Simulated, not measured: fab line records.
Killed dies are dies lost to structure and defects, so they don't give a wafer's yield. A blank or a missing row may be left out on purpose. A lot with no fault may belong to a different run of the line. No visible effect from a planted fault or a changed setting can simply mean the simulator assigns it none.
What tool caused it? -- flow gf180mcu -- 14 lots with 42 wafers sampled at 6 steps, on a route of 602 steps

WHAT EACH GAUGE READ, for each wafer
GF_HV_LDD_TW_MEAS_38.
lot,measured,on,HV_LDD_3_TW
L381,day 11 17:26,film-metro-03,1423 1418 1417
L382,day 11 19:50,film-metro-03,1426 1420 1419
L383,day 12 04:50,film-metro-03,1304 1308 1303
L384,day 12 11:16,film-metro-03,1303 1309 1306
L385,day 12 22:20,film-metro-04,1432 1434 1439
L386,day 13 05:13,film-metro-04,1431 1427 1425
L388,day 13 21:03,film-metro-03,1424 1419 1421
L391,day 14 20:05,film-metro-04,1429 1424 1428
L397,day 16 19:38,film-metro-04,1435 1428 1437
L398,day 17 00:14,film-metro-02,1456 1465 1470
L399,day 17 07:28,film-metro-02,1468 1466 1471
L400,day 17 22:53,film-metro-03,1431 1429 1427
L402,day 18 11:09,film-metro-03,1423 1427 1421
L403,day 18 22:36,film-metro-04,1438 1443 1442

GF_HV_LDD_CD_MEAS_46: target cd 400 nm.
lot,measured,on,cd-nm (nm)
L381,day 12 12:22,cd-sem-01,404.3 403.9 401.7
L382,day 12 14:40,cd-sem-02,403.1 402.5 403.2
L383,day 13 00:17,cd-sem-01,397.7 394.3 396.5
L384,day 13 06:57,cd-sem-01,403.4 403.1 403.0
L385,day 13 18:56,cd-sem-01,404.4 406.0 403.8
L386,day 14 01:21,cd-sem-02,401.4 402.0 402.1
L388,day 14 17:56,cd-sem-02,400.5 401.5 403.4
L391,day 15 16:57,cd-sem-01,404.1 402.7 402.9
L397,day 17 18:28,cd-sem-01,397.7 398.8 399.7
L398,day 17 23:12,cd-sem-01,401.1 397.1 399.2
L399,day 18 06:43,cd-sem-02,398.0 397.5 397.1
L400,day 18 23:04,cd-sem-02,400.0 400.1 399.4
L402,day 19 11:11,cd-sem-01,397.8 397.1 395.8
L403,day 19 22:56,cd-sem-02,398.8 398.6 399.0

GF_HV_LDD_RS_MEAS_53: uses a four-point probe to measure.
lot,measured,on,HV_LDD_RS (ohm/sq)
L381,day 12 12:58,film-metro-04,416.8 417.5 418.0
L382,day 12 15:16,film-metro-03,418.5 419.0 418.6
L383,day 13 00:52,film-metro-04,438.0 438.2 438.8
L384,day 13 07:32,film-metro-03,438.9 440.8 439.4
L385,day 13 19:31,film-metro-02,418.7 418.9 419.3
L386,day 14 01:56,film-metro-03,417.9 416.7 418.2
L388,day 14 18:32,film-metro-03,418.3 418.1 417.5
L391,day 15 17:37,film-metro-03,416.8 417.7 417.8
L397,day 17 19:03,film-metro-03,418.7 418.0 418.0
L398,day 17 23:47,film-metro-03,419.0 418.7 420.2
L399,day 18 07:18,film-metro-02,418.4 418.9 417.5
L400,day 18 23:42,film-metro-02,419.6 418.6 419.5
L402,day 19 11:46,film-metro-04,418.5 418.9 419.2
L403,day 19 23:31,film-metro-03,417.8 416.3 418.2

WHICH TOOL RAN EACH LOT (tool, then ch and the chambers of the sampled wafers, then the start)
lot,GF_POLY_GATE_ETCH_12,GF_HV_LDD_STRIP_10,GF_HV_LDD_IMPLANT_36
L381,"rie-diel-04 ch 0,1,2, day 9 08:04","plasma-asher-04 ch 0,1, day 10 03:32","implanter-02 ch 0, day 11 17:11"
L382,"rie-diel-04 ch 0,1,3, day 9 10:17","plasma-asher-02 ch 0,1, day 10 05:49","implanter-01 ch 0, day 11 19:35"
L383,"rie-diel-01 ch 1,2, day 9 18:29","plasma-asher-04 ch 0,1, day 10 14:11","implanter-04, day 12 04:35"
L384,"rie-diel-01 ch 0,2, day 10 01:26","plasma-asher-02 ch 0,1, day 10 20:59","implanter-01, day 12 11:01"
L385,"rie-diel-01 ch 0,1,2, day 10 08:40","plasma-asher-02 ch 0,1, day 11 07:15","implanter-02 ch 0, day 12 22:05"
L386,"rie-diel-01 ch 0,1,2, day 10 16:43","plasma-asher-02 ch 0,1, day 11 14:03","implanter-01 ch 0, day 13 04:58"
L388,"rie-diel-04 ch 0,3, day 11 07:19","plasma-asher-03 ch 0,1, day 12 04:37","implanter-02 ch 0, day 13 20:50"
L391,"rie-diel-01 ch 0,2, day 12 02:04","plasma-asher-04 ch 0,1, day 13 01:08","implanter-01 ch 0, day 14 19:52"
L397,"rie-diel-02 ch 0,3, day 13 23:50","plasma-asher-03 ch 0,1, day 14 22:53","implanter-02 ch 0, day 16 19:23"
L398,"rie-diel-02 ch 1,2, day 14 04:31","plasma-asher-03 ch 0,1, day 15 03:02","implanter-01 ch 0, day 16 23:56"
L399,"rie-diel-04 ch 1,2,3, day 14 11:23","plasma-asher-02 ch 0,1, day 15 10:38","implanter-01 ch 0, day 17 07:13"
L400,"rie-diel-02 ch 0,3, day 15 00:20","plasma-asher-04 ch 0,1, day 16 00:07","implanter-02 ch 0, day 17 22:39"
L402,"rie-diel-01 ch 1,2, day 15 11:52","plasma-asher-02 ch 0,1, day 16 12:25","implanter-01 ch 0, day 18 10:56"
L403,"rie-diel-01 ch 0,1, day 15 22:17","plasma-asher-03 ch 0,1, day 16 22:25","implanter-01 ch 0, day 18 22:23"
- GF_POLY_GATE_ETCH_12: etches BARC in N2/H2.
- GF_HV_LDD_STRIP_10: strips in O2/N2.
- GF_HV_LDD_IMPLANT_36

WHAT THE TOOLS THEMSELVES READ (means of the sampled wafers that have a number; where no wafer has one, the mark that the record gives instead)
GF_POLY_GATE_ETCH_12.
lot,tool,drypump-motor-current-A (A),oes-product-au (a.u.),throttle-valve-pct (%)
L381,rie-diel-04,6.3,0.744,13.219
L382,rie-diel-04,6.2,0.742,13.207
L383,rie-diel-01,5.7,0.740,13.209
L384,rie-diel-01,6.0,0.737,13.226
L385,rie-diel-01,5.8,0.736,13.216
L386,rie-diel-01,5.9,0.737,13.216
L388,rie-diel-04,6.0,0.735,13.217
L391,rie-diel-01,6.1,0.734,13.219
L397,rie-diel-02,6.1,0.740,13.221
L398,rie-diel-02,5.6,0.733,13.209
L399,rie-diel-04,6.4,0.739,13.206
L400,rie-diel-02,6.0,0.732,13.210
L402,rie-diel-01,5.6,0.735,13.211
L403,rie-diel-01,6.0,0.739,13.222

GF_HV_LDD_STRIP_10.
lot,tool,drypump-motor-current-A (A),heater-power-w (W),oes-product-au (a.u.),strip-time-to-endpoint-s (s)
L381,plasma-asher-04,6.4,401,0.715,12.61
L382,plasma-asher-02,5.5,324,0.712,12.70
L383,plasma-asher-04,6.4,392,0.712,12.69
L384,plasma-asher-02,5.5,323,0.712,12.58
L385,plasma-asher-02,5.5,323,0.715,12.66
L386,plasma-asher-02,5.5,319,0.718,12.62
L388,plasma-asher-03,5.1,304,0.716,12.66
L391,plasma-asher-04,6.4,399,0.718,12.62
L397,plasma-asher-03,5.4,311,0.718,12.63
L398,plasma-asher-03,5.4,316,0.715,12.63
L399,plasma-asher-02,5.3,358,0.711,12.67
L400,plasma-asher-04,6.3,400,0.718,12.69
L402,plasma-asher-02,5.5,324,0.713,12.63
L403,plasma-asher-03,5.4,311,0.718,12.65

GF_HV_LDD_IMPLANT_36.
lot,tool,beam-energy-keV,beam-on-s (s)
L381,implanter-02,59.996,9.98
L382,implanter-01,60.008,9.97
L383,implanter-04,-,-
L384,implanter-01,-,-
L385,implanter-02,60.010,10.03
L386,implanter-01,59.989,10.06
L388,implanter-02,59.994,10.04
L391,implanter-01,60.001,10.00
L397,implanter-02,60.014,10.01
L398,implanter-01,59.997,10.12
L399,implanter-01,59.989,9.89
L400,implanter-02,60.001,9.97
L402,implanter-01,59.988,9.83
L403,implanter-01,59.997,9.90

THE ANSWER, worked out from the rows above alone
Rule: the lots themselves supply what counts as usual. Put in order of their means at a reading, lots are off if they are a third of the lots or fewer, leave a main group of 4 or more, and stand apart from it by a gap of 3 or more times the standard deviation of the main group's means; of several such gaps the widest counts. A main group is skipped when, at the precision printed for the reading in the tables above, its means are all equal. Also off: a lot with no number at a reading for which 4 or more lots have one. All remaining lots with rows at the step are treated as sound. The gauges are gone through in route order, then the tools' own readings, and for those a lot's mean is taken as printed above. At the first step where some lot is off, the reading lying furthest off is the one used; lots without a number count as furthest.
Off: L383, L384, at GF_HV_LDD_TW_MEAS_38 (HV_LDD_3_TW). The main group: mean 1434, standard deviation 15.
A tool fits if, at a process step before that reading, it ran every lot that is off, and no sound lot after the first of them. The gauges at GF_HV_LDD_TW_MEAS_38 aren't tried: what is off there is off at GF_HV_LDD_IMPLANT_36 too, on other tools, and a gauge's error can't cause that. No candidate that was tried fits.

WHAT HAD BEEN PUT IN BY THE SIMULATOR
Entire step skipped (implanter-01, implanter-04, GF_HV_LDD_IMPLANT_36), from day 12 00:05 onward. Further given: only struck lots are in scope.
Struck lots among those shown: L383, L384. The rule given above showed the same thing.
